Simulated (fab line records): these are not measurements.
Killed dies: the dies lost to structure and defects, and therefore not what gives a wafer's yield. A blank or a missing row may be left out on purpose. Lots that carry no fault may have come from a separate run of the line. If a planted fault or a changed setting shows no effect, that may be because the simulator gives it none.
Which tool is to blame? | flow gf180mcu | 39 wafers from 13 lots sampled at 5 of the route's 602 steps

## WHAT EACH GAUGE READ, for each wafer
GF_POLY_GATE_OVL_MEAS_11.
lot  | measured     | on         | POLY_GATE_OVL (nm)
L400 | day 9 19:35  | overlay-01 | 8 4 5
L401 | day 10 01:14 | overlay-02 | 5 10 2
L402 | day 10 08:58 | overlay-02 | -6 -6 -9
L403 | day 10 12:26 | overlay-02 | 1 -2 -4
L406 | day 11 12:25 | overlay-01 | -1 -5 8
L411 | day 12 23:11 | overlay-02 | 0 7 7
L412 | day 13 13:16 | overlay-02 | -4 -5 -2
L413 | day 13 17:07 | overlay-02 | -5 -3 -6
L414 | day 14 03:16 | overlay-02 | 5 -4 -3
L416 | day 14 16:35 | overlay-01 | 3 4 -2
L417 | day 15 00:37 | overlay-02 | -1 3 -2
L419 | day 15 11:29 | overlay-01 | 8 -5 -8
L421 | day 16 03:00 | overlay-01 | 7 1 3

GF_HV_LDD_TW_MEAS_50.
lot  | measured     | on            | HV_LDD_4_TW
L400 | day 13 02:41 | film_metro-01 | 565 562 560
L401 | day 13 09:02 | film_metro-02 | 567 572 569
L402 | day 13 17:02 | film_metro-03 | 582 582 579
L403 | day 13 20:49 | film_metro-03 | 580 583 584
L406 | day 15 01:11 | film_metro-03 | 561 558 558
L411 | day 16 17:18 | film_metro-02 | 569 571 570
L412 | day 17 08:14 | film_metro-02 | 568 570 568
L413 | day 17 14:43 | film_metro-03 | 563 563 561
L414 | day 18 01:40 | film_metro-02 | 568 567 567
L416 | day 18 16:13 | film_metro-02 | 567 565 565
L417 | day 18 23:33 | film_metro-02 | 566 566 568
L419 | day 19 09:22 | film_metro-01 | 568 566 570
L421 | day 20 05:26 | film_metro-01 | 568 565 563

GF_PSD_OVL_MEAS_08.
lot  | measured     | on         | PSD_OVL (nm)
L400 | day 14 23:41 | overlay-02 | 0.4 0.6 0.5
L401 | day 15 06:22 | overlay-01 | 0.5 -0.4 -0.8
L402 | day 15 14:47 | overlay-01 | 1.1 0.9 -0.5
L403 | day 15 19:02 | overlay-01 | 0.0 -0.3 -1.3
L406 | day 17 01:20 | overlay-02 | 0.3 0.4 0.9
L411 | day 18 19:28 | overlay-02 | -0.6 0.3 0.5
L412 | day 19 11:05 | overlay-01 | -2.1 -0.8 -2.8
L413 | day 19 18:02 | overlay-02 | -3.4 -3.3 -3.6
L414 | day 20 05:26 | overlay-01 | 2.9 5.1 2.8
L416 | day 20 23:14 | overlay-01 | -1.6 -1.3 0.4
L417 | day 21 03:00 | overlay-02 | -0.1 0.4 0.4
L419 | day 21 11:26 | overlay-02 | 0.2 -0.4 0.7
L421 | day 22 07:41 | overlay-01 | -0.2 0.1 -0.3

## WHICH TOOL RAN EACH LOT (tool, then ch and the chambers of the sampled wafers, then the start)
lot  | GF_POLY_GATE_ETCH_12               | GF_HV_LDD_IMPLANT_48
L400 | rie_diel-01 ch 1,2,3, day 9 19:37  | implanter-04 ch 0, day 13 02:26
L401 | rie_diel-04 ch 0,1,2, day 10 01:16 | implanter-04 ch 0, day 13 08:47
L402 | rie_diel-01 ch 1,2,3, day 10 08:59 | implanter-04 ch 0, day 13 16:49
L403 | rie_diel-04 ch 0,2, day 10 12:28   | implanter-04 ch 0, day 13 20:34
L406 | rie_diel-04 ch 0,1,3, day 11 12:28 | implanter-02 ch 0, day 15 00:56
L411 | rie_diel-04 ch 0,2, day 12 23:13   | implanter-01 ch 0, day 16 17:05
L412 | rie_diel-01 ch 0,1, day 13 13:19   | implanter-04 ch 0, day 17 07:59
L413 | rie_diel-03 ch 0,1, day 13 17:10   | implanter-04 ch 0, day 17 14:28
L414 | rie_diel-04 ch 0,3, day 14 03:17   | implanter-02 ch 0, day 18 01:27
L416 | rie_diel-01 ch 1,2, day 14 16:37   | implanter-02 ch 0, day 18 15:58
L417 | rie_diel-01 ch 0,1,2, day 15 00:40 | implanter-02 ch 0, day 18 23:18
L419 | rie_diel-03 ch 0,2,3, day 15 11:31 | implanter-01 ch 0, day 19 09:07
L421 | rie_diel-03 ch 0,3, day 16 03:01   | implanter-01 ch 0, day 20 05:14
- GF_POLY_GATE_ETCH_12: etches BARC in N2/H2.
- GF_HV_LDD_IMPLANT_48

## AS READ BY THE TOOLS THEMSELVES (means over the sampled wafers that have a number; for cases with no such wafer, the mark the record gives instead)
GF_POLY_GATE_ETCH_12.
lot  | tool        | drypump_motor_current_A (A) | oes_product_au (a.u.) | throttle_valve_pct (%)
L400 | rie_diel-01 | 6.3                         | 0.728                 | 13.220
L401 | rie_diel-04 | 5.8                         | 0.733                 | 13.217
L402 | rie_diel-01 | 6.3                         | 0.734                 | 13.221
L403 | rie_diel-04 | 6.1                         | 0.736                 | 13.214
L406 | rie_diel-04 | 5.6                         | 0.737                 | 13.218
L411 | rie_diel-04 | 6.1                         | 0.733                 | 13.221
L412 | rie_diel-01 | 6.3                         | 0.735                 | 13.219
L413 | rie_diel-03 | 6.0                         | 0.735                 | 13.213
L414 | rie_diel-04 | 5.5                         | 0.736                 | 13.217
L416 | rie_diel-01 | 6.3                         | 0.735                 | 13.215
L417 | rie_diel-01 | 6.0                         | 0.737                 | 13.223
L419 | rie_diel-03 | 5.7                         | 0.738                 | 13.220
L421 | rie_diel-03 | 5.6                         | 0.732                 | 13.212

GF_HV_LDD_IMPLANT_48.
lot  | tool         | beam_energy_keV | dose_ions_cm2 | faraday_current_uA
L400 | implanter-04 | 25.003          | 3e+13         | 170
L401 | implanter-04 | 24.997          | 3e+13         | 169
L402 | implanter-04 | 24.997          | 3e+13         | 190
L403 | implanter-04 | 24.990          | 3e+13         | 192
L406 | implanter-02 | 25.000          | 3e+13         | 172
L411 | implanter-01 | 25.000          | 3e+13         | 169
L412 | implanter-04 | 24.996          | 3e+13         | 169
L413 | implanter-04 | 25.009          | 3e+13         | 168
L414 | implanter-02 | 25.011          | 3e+13         | 170
L416 | implanter-02 | 24.998          | 3e+13         | 172
L417 | implanter-02 | 25.008          | 3e+13         | 171
L419 | implanter-01 | 24.996          | 3e+13         | 169
L421 | implanter-01 | 25.004          | 3e+13         | 172

## THE ANSWER, worked out from the rows above alone
Rule: the usual values come from the lots themselves. The widest of any qualifying gaps counts: lots, ordered by their means at a reading, are off when they make up no more than a third of the lots, leave a main group of 4 or more, and stand apart from it by 3 or more times the standard deviation of that group's means. A main group whose means are all the same, to the digits that the tables above print for the reading, isn't used. Also off: a lot with no number at a reading for which 4 or more lots have one. Where the step has rows for the other lots, those lots are counted as sound. After the gauges, taken in route order, come the tools' own readings; for these a lot's mean is taken, as printed above. The first step at which some lot is off is used, and at that step the reading that is off furthest; a lot without a number counts as furthest.
Off: L402, L403, seen at GF_HV_LDD_TW_MEAS_50 (HV_LDD_4_TW). The main group: mean 566, standard deviation 3.3.
A tool fits if, at a process step before that reading, it ran every lot that is off, and no sound lot after the first of them. The gauges at GF_HV_LDD_TW_MEAS_50 aren't tried: what is off there is off at GF_HV_LDD_IMPLANT_48 too, on other tools, and a gauge's error can't cause that. No candidate that was tried fits.

## WHAT HAD BEEN PUT IN BY THE SIMULATOR
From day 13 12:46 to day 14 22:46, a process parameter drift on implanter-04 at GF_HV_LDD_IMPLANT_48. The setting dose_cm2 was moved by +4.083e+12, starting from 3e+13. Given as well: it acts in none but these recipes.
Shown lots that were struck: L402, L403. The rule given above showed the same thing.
